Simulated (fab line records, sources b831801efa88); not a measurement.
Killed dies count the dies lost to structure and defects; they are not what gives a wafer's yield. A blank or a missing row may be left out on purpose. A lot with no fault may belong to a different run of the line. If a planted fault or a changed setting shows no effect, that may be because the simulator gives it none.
8D (eight disciplines) problem report, filled in by code :: flow sky130 :: the parts of the form that need people (team, actions taken, sign-off) are left out

## 1. WHAT IS WRONG
A mean of 572.3 W is read at SKY_FIELD_ISO_ETCH_14 for rf-fwd-power-W, taken on 1 wafer of 1 lot, against 494.5 W (standard deviation 2.2) on wafers free of any fault. That puts it +35 standard deviations away from the usual mean.
The step: etches BARC in N2/H2, stops on SiO2, time 45.9 s, target depth 60 nm.
Seen first at day 7 01:20 on rie-diel-03, wafer L447.4. The record holds 15 wafers of 5 lots with a number at this step. The rule behind "out" and "out of limits": a value lying over 4 standard deviations away from the usual mean. The rest of the wafers with a number are treated as sound.

## 2. WHAT IT IS; WHAT IT IS NOT
question: which readings at this step
is: rf-fwd-power-W
is not: bias-w, oes-product-au, throttle-valve-pct

question: which lots
is: L447
is not: L425, L427, L438, L439

question: which wafers of those lots
is: L447.4
is not: L447.2, L447.6

question: read on which tools
is: rie-diel-03
is not: rie-diel-01

question: when
is: from day 7 01:20
is not: up to then (14 sound wafers)

## 3. WHAT RULES OUT EACH SUSPECT
Counting: a tool at a process step up to the reading stays a suspect if it ran every lot that is out. Sound lots after the first of them don't rule it out here, since some wafers of a struck lot are sound.
- rie-diel-03 at SKY_FIELD_ISO_ETCH_14 (etches BARC in N2/H2, stops on SiO2, time 45.9 s, target depth 60 nm): kept. It ran the lot that is out, L447 (day 7 01:20); its last sound lot up to then is L427 (day 2 16:22). Out on those wafers are its own readings of rf-fwd-power-W.
- rie-diel-03, SKY_FIELD_ISO_ETCH_14: wafers that are out in chamber 0, sound lot-mates in chambers 2, 3.
Remaining after the count: rie-diel-03 at SKY_FIELD_ISO_ETCH_14.

## 4. THE CAUSE (what the simulator had put in)
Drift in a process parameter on rie-diel-03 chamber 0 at SKY_FIELD_ISO_ETCH_14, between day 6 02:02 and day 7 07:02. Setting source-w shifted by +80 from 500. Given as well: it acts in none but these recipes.
This tool alone remained once counting was done.

## 5. THE EFFECT CHAIN, in route order
Each row: a reading where the mean over the struck wafers with a number is more than 3 standard deviations away from the usual. Only readings for which the record gives a usual standard deviation are gone through. hours: the time from each lot's start at the first step in this table that gives one to its start at this step, as a median over the lots. sigmas: the change in usual standard deviations.
hours: 0
step: SKY_FIELD_ISO_ETCH_14
reading: rf-fwd-power-W
usual: 494.5 W
on struck wafers: 572.3
change: +77.8
sigmas: +35

hours: 0
step: SKY_FIELD_ISO_ETCH_15
reading: oes-product-au
usual: 0.947 a.u.
on struck wafers: 0.924
change: -0.023
sigmas: -3.1
Process steps it contains:
- SKY_FIELD_ISO_ETCH_14: etches BARC in N2/H2, stops on SiO2, time 45.9 s, target depth 60 nm.
- SKY_FIELD_ISO_ETCH_15: etches the open film in CHF3/O2, stops on Si, target depth 180 nm, time 72 s.

## 6. WHAT WOULD HAVE CAUGHT IT SOONER
The fault began at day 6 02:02; the first out-of-limits reading in this record came at day 7 01:20, 23 hours later.
